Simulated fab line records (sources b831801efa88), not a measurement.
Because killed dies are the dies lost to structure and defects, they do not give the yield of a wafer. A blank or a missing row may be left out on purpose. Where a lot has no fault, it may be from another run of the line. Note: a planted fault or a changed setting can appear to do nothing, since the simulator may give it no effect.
What tool caused it? / flow sky130 / 7 lots, 21 wafers sampled, at 2 steps of a route of 708

WHAT EACH GAUGE READ, for each wafer
SKY_VT_ADJUST_LVTN_TW_MEAS_21.
lot=L540; measured=day 8 03:34; on=film-metro-04; VT_ADJUST_LVTN_2_TW=189.7 189.0 189.3
lot=L542; measured=day 8 22:02; on=film-metro-03; VT_ADJUST_LVTN_2_TW=189.2 190.3 188.9
lot=L547; measured=day 10 05:01; on=film-metro-02; VT_ADJUST_LVTN_2_TW=181.3 182.7 182.9
lot=L549; measured=day 10 15:43; on=film-metro-04; VT_ADJUST_LVTN_2_TW=189.0 189.5 189.3
lot=L553; measured=day 11 17:19; on=film-metro-02; VT_ADJUST_LVTN_2_TW=189.2 189.5 188.4
lot=L559; measured=day 13 08:46; on=film-metro-04; VT_ADJUST_LVTN_2_TW=189.9 190.1 190.2
lot=L561; measured=day 14 00:08; on=film-metro-03; VT_ADJUST_LVTN_2_TW=189.4 188.4 188.6

EACH LOT AND THE TOOL THAT RAN IT (in order: tool; ch and the chambers of the sampled wafers; start)
lot=L540; SKY_VT_ADJUST_LVTN_IMPLANT_19=implanter-04 ch 0, day 8 03:19
lot=L542; SKY_VT_ADJUST_LVTN_IMPLANT_19=implanter-04 ch 0, day 8 21:50
lot=L547; SKY_VT_ADJUST_LVTN_IMPLANT_19=implanter-04 ch 0, day 10 04:46
lot=L549; SKY_VT_ADJUST_LVTN_IMPLANT_19=implanter-01 ch 0, day 10 15:28
lot=L553; SKY_VT_ADJUST_LVTN_IMPLANT_19=implanter-01 ch 0, day 11 17:07
lot=L559; SKY_VT_ADJUST_LVTN_IMPLANT_19=implanter-03 ch 0, day 13 08:31
lot=L561; SKY_VT_ADJUST_LVTN_IMPLANT_19=implanter-04 ch 0, day 13 23:54
- SKY_VT_ADJUST_LVTN_IMPLANT_19

THE ANSWER, worked out from the rows above alone
Rule: usual is defined by the lots themselves. Put in order of their means at a reading, lots are off if they are a third of the lots or fewer, leave a main group of 4 or more, and stand apart from it by a gap of 3 or more times the standard deviation of the main group's means; of several such gaps the widest counts. If all means in a main group match to the digits the tables above print for the reading, that group is not used. Also off: a lot with no number at a reading for which 4 or more lots have one. All remaining lots with rows at the step are treated as sound.
Off: L547, seen at SKY_VT_ADJUST_LVTN_TW_MEAS_21 (VT_ADJUST_LVTN_2_TW). Main group: mean 189.3, sd 0.39.
If a tool, at a process step before that reading, ran all the lots that are off and no sound lot after the first of them, it fits. Gauges at SKY_VT_ADJUST_LVTN_TW_MEAS_21: tried the same way as those tools. Of those tried, none fits.

WHAT THE SIMULATOR HAD INSERTED
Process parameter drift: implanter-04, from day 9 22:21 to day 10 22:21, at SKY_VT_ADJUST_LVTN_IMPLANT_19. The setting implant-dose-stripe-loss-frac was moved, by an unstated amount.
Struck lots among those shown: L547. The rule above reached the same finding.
